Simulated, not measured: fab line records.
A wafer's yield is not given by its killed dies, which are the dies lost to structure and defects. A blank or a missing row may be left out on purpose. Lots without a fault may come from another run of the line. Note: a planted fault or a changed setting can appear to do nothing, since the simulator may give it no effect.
Problem report, 8D (eight disciplines) form, completed by code + flow sky130 + the parts of the form that need people (team, actions taken, sign-off) are left out

1. THE PROBLEM
LI_CONTACT_W_RS at SKY_LI_CONTACT_RS_MEAS_22 reads a mean of 25.3093 ohm/sq on 6 wafers of 2 lots; wafers without a fault read 0.2859 ohm/sq with a standard deviation of 0.003. So: +99 or more standard deviations from the usual mean.
The step: measures by four-point-probe.
The first sign was on wafer L670.1 at day 33 02:43, on film metro-01. The record has a number at this step for 39 wafers belonging to 13 lots. The rule behind "out" and "out of limits": a value lying over 4 standard deviations away from the usual mean. The rest of the wafers with a number are treated as sound.

2. WHAT THIS IS AND IS NOT
| question                    | is                     | is not                                                                                                   |
|-----------------------------|------------------------|----------------------------------------------------------------------------------------------------------|
| which readings at this step | LI_CONTACT_W_RS        | -                                                                                                        |
| which lots                  | L670, L671             | L659, L661, L667, L668, L672, L673, L674, L675, L678, L681, L682                                         |
| which wafers of those lots  | all that have a number | -                                                                                                        |
| read on which gauges        | film metro-01          | film metro-03, film metro-04                                                                             |
| when                        | from day 33 02:43      | up to then (12 sound wafers); but 21 sound wafers of L672, L673, L674, L675, L678, L681, L682 came after |

3. WHAT RULES OUT EACH SUSPECT
Counting: a tool at any process step up to the reading remains a suspect when it ran all the lots that are out and ran no sound lot after the first of those.
- the gauge at SKY_LI_CONTACT_RS_MEAS_22: kept. All the wafers that are out were read on film metro-01, and no step on other tools shows them out.
- rie diel-03 at SKY_LI_CONTACT_ETCH_15 (etches PSG in C4F8/O2/Ar, stops on Si, target depth 600 nm): ruled out as a lasting fault. After its first lot that is out, L670 (day 33 02:04), sound lots L674, L675, L682 ran on it.
- cvd w-02 at SKY_LI_CONTACT_CVD_21 (deposits W, target thk 400 nm, time 120.56 s): ruled out as a lasting fault. After its first lot that is out, L670 (day 33 02:36), sound lots L672, L674, L675, L678, L681, L682 ran on it.
The count leaves film metro-01 at SKY_LI_CONTACT_RS_MEAS_22.

4. THE CAUSE (what the simulator had put in)
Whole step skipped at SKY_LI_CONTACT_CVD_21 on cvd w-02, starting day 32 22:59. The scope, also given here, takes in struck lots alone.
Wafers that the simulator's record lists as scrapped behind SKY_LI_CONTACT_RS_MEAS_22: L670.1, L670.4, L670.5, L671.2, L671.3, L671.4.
The count ruled it out by mistake, since the rule takes a fault to strike every lot its tool runs from the start of the fault on, and this one did not do so.

5. THE CHAIN OF EFFECTS, in route order
Rows list readings where the struck wafers' mean (over those with a number) sits beyond 3 standard deviations from the usual. Only readings for which the record gives a usual standard deviation are gone through. hours: the time from each lot's start at the first step in this table that gives one to its start at this step, as a median over the lots. sigmas: the change in usual standard deviations.
| hours | step                      | reading         | usual         | on struck wafers | change   | sigmas      |
|-------|---------------------------|-----------------|---------------|------------------|----------|-------------|
| 0     | SKY_LI_CONTACT_RS_MEAS_22 | LI_CONTACT_W_RS | 0.2859 ohm/sq | 25.3093          | +25.0234 | +99 or more |
Readings that are blank on the struck wafers while sound wafers have them: chamber pressure Torr at SKY_LI_CONTACT_CVD_21; heater power outer w at SKY_LI_CONTACT_CVD_21; heater power w at SKY_LI_CONTACT_CVD_21.

6. WHAT WOULD HAVE CAUGHT IT SOONER
4 hours passed between the start of the fault at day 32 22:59 and the first reading out of limits at a measuring or inspecting step in this record, taken at day 33 02:43.
At SKY_LI_CONTACT_CVD_21 the tool's readings are blank on the struck wafers, where sound wafers have them: an empty tool record is the first sign, and it was there at once.
